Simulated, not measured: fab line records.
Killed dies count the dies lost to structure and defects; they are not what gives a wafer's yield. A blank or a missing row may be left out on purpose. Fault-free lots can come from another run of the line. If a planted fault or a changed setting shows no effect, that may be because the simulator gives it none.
Which tool is to blame?	flow gf180mcu	Sampling: 6 lots, 18 wafers, 4 of 602 route steps

WHAT THE GAUGES READ, wafer by wafer
GF_PASSIVATION_BOW_MEAS_14.
lot	measured	on	PASSIVATION_BOW (um)
L517	day 29 14:26	filmMetro-03	143 147 148
L519	day 30 00:11	filmMetro-03	126 126 115
L521	day 30 13:28	filmMetro-03	146 133 137
L523	day 31 09:28	filmMetro-04	146 141 157
L536	day 34 12:11	filmMetro-04	133 127 138
L538	day 34 21:18	filmMetro-02	134 143 135

TOOL THAT RAN EACH LOT (tool first, then ch and the chambers of the sampled wafers, then the start)
lot	GF_POLY_GATE_ETCH_13	GF_TOP_METAL_SPUTTER_03	GF_PASSIVATION_STRIP_12
L517	rieSi-01 ch 2,3, day 9 13:16	pvdSputter-03, day 27 20:29	plasmaAsher-04 ch 0,1, day 29 12:49
L519	rieSi-02 ch 0,1,2, day 10 03:43	pvdSputter-03, day 28 05:49	plasmaAsher-03 ch 0,1, day 29 22:34
L521	rieSi-01 ch 0,2, day 10 17:34	pvdSputter-03, day 28 21:16	plasmaAsher-03 ch 0,1, day 30 11:52
L523	rieSi-02 ch 0,1,3, day 11 10:28	pvdSputter-01, day 29 18:16	plasmaAsher-03 ch 0,1, day 31 07:52
L536	rieSi-02 ch 0,3, day 15 06:34	pvdSputter-04, day 33 01:58	plasmaAsher-04 ch 1, day 34 10:33
L538	rieSi-02 ch 0,2,3, day 15 17:01	pvdSputter-03, day 33 12:55	plasmaAsher-03 ch 0,1, day 34 19:41
- GF_POLY_GATE_ETCH_13: etches poly-Si in HBr/Cl2, stops on SiO2, target depth 198.5 nm, time 69.6 s.
- GF_TOP_METAL_SPUTTER_03: material Ti, target thk 5 nm, time 3.3 s.
- GF_PASSIVATION_STRIP_12: strips in O2/N2.

THE ANSWER, worked out from the rows above alone
Rule: the usual values come from the lots themselves. The widest of any qualifying gaps counts: lots, ordered by their means at a reading, are off when they make up no more than a third of the lots, leave a main group of 4 or more, and stand apart from it by 3 or more times the standard deviation of that group's means. A main group is skipped when, at the precision printed for the reading in the tables above, its means are all equal. A lot without any number at a reading at which 4 lots or more have one is off too. Any other lot the step has rows for is counted as sound.
Nothing can be told from this: no lot is off at any reading shown.

WHAT THE SIMULATOR PUT IN
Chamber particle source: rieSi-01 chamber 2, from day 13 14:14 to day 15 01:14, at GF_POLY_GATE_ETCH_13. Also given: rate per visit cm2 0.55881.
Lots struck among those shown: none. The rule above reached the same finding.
